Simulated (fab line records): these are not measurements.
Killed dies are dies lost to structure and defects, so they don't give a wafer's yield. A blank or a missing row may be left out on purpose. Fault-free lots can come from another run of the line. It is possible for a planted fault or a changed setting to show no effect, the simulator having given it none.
Matching of chambers    flow gf180mcu    GF_V1_ETCH_16 on rieDiel-02: 4 sister chambers
The step etches BARC in N2/H2. 8 wafers are shown with their chamber, then 12 later ones without.

WAFERS, EACH WITH ITS CHAMBER
wafer   chamber  drypumpMotorCurrentA (A)  throttleValvePct (%)
L083.1  1        5.82                      13.227
L083.3  0        5.54                      13.224
L083.5  2        5.42                      13.195
L084.4  2        5.42                      13.224
L084.5  3        5.44                      13.228
L090.2  3        5.43                      13.223
L090.5  0        5.52                      13.218
L090.6  1        5.81                      13.241

WAFERS MISSING THEIR CHAMBER
wafer   drypumpMotorCurrentA (A)  throttleValvePct (%)
L091.2  5.80                      13.222
L091.4  5.43                      13.211
L091.6  5.43                      13.225
L092.1  5.39                      13.208
L092.3  5.52                      13.225
L092.6  5.82                      13.217
L093.4  5.42                      13.235
L093.5  5.80                      13.231
L093.6  5.54                      13.226
L096.2  5.53                      13.229
L096.4  5.42                      13.225
L096.6  5.45                      13.233

THE CHAMBER EACH PASSED THROUGH
wafer    from the rows above       in truth
L091.2   1                         1
L091.4   can't be placed: 2 or 3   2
L091.6   can't be placed: 3 or 2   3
L092.1   can't be placed: 2 or 3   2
L092.3   0                         0
L092.6   1                         1
L093.4   can't be placed: 3 or 2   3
L093.5   1                         1
L093.6   0                         0
L096.2   0                         0
L096.4   can't be placed: 2 or 3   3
L096.6   3                         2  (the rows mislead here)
Correct placement for 6 of the 12. Can't be placed from these rows: 5 (the true chamber is among the candidates in 5). 1 placed wrongly.
How it was worked out, from the rows above alone: a wafer's distance from a chamber is the root of the sum, over the readings, of the square of ((its reading less the chamber's mean) divided by the reading's scatter). The wafer belongs to the nearest chamber; if the next one is less than 2 further off, it can't be placed. For every chamber, the mean is computed from those of its wafers that are shown. The scatter: the root of (the sum of the squares of (reading less its chamber's mean) over the shown wafers, divided by (wafers less chambers)).
